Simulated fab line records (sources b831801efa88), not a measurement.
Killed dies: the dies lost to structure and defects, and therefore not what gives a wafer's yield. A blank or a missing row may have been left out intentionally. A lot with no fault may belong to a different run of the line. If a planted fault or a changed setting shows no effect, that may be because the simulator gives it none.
Matching of chambers    flow sky130    4 sister chambers for SKY_POLY_CUT_ETCH_10 on rie diel-03
The step etches BARC in N2/H2, stops on SiO2, time 45.9 s, target depth 60 nm. 14 wafers are shown with their chamber, then 7 later ones without.

## WAFERS WITH THEIR CHAMBER
wafer   chamber  rf fwd power W (W)  oes product au (a.u.)  throttle valve pct (%)
L105.3  0        493.2               0.865                  13.229
L105.4  1        495.2               0.861                  13.241
L105.6  0        493.3               0.851                  13.216
L117.2  1        495.6               0.848                  13.231
L117.3  0        495.5               0.860                  13.241
L117.6  1        498.0               0.861                  13.229
L118.1  3        492.9               0.840                  13.225
L118.2  2        497.8               0.858                  13.221
L118.6  2        498.2               0.858                  13.228
L120.1  3        492.1               0.858                  13.212
L120.3  1        495.4               0.850                  13.236
L120.5  3        494.6               0.857                  13.226
L122.1  1        500.5               0.855                  13.212
L122.4  2        495.4               0.856                  13.226

SIGNATURES (means of the wafers above)
reading             chamber 0  chamber 1  chamber 2  chamber 3  scatter within a chamber
rf fwd power W      494.000    496.940    497.133    493.200    1.79
oes product au      0.85867    0.85500    0.85733    0.85167    0.00674
throttle valve pct  13.22867   13.22980   13.22500   13.22100   0.00971
Rule: a wafer's distance from a chamber is the root of the sum, over the readings, of the square of ((its reading less the chamber's mean) divided by the reading's scatter). If the next closest chamber is less than 2 further off than the closest, the wafer can't be placed; otherwise it belongs to the closest. The scatter: take each reading less its chamber's mean, square it, sum over the shown wafers, divide by the number of wafers less the number of chambers, and take the root.

## WAFERS WITHOUT THEIR CHAMBER
wafer   rf fwd power W (W)  oes product au (a.u.)  throttle valve pct (%)
L122.6  494.7               0.863                  13.227
L126.1  500.1               0.856                  13.230
L126.2  496.5               0.853                  13.228
L126.6  494.3               0.852                  13.234
L127.1  496.0               0.864                  13.215
L127.5  494.7               0.861                  13.205
L127.6  496.0               0.855                  13.222

## WHICH CHAMBER EACH WENT THROUGH
wafer   from the rows above                in truth
L122.6  can't be placed: 0 or 2 or 1 or 3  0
L126.1  can't be placed: 2 or 1 or 0       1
L126.2  can't be placed: 1 or 2 or 0 or 3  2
L126.6  can't be placed: 0 or 3 or 1 or 2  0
L127.1  can't be placed: 2 or 0 or 1 or 3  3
L127.5  can't be placed: 3 or 0 or 2 or 1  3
L127.6  can't be placed: 2 or 1 or 0 or 3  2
Correctly placed: 0 of 7. Can't be placed from these rows: 7 (the true chamber is among the candidates in 7). Placed wrongly: 0.
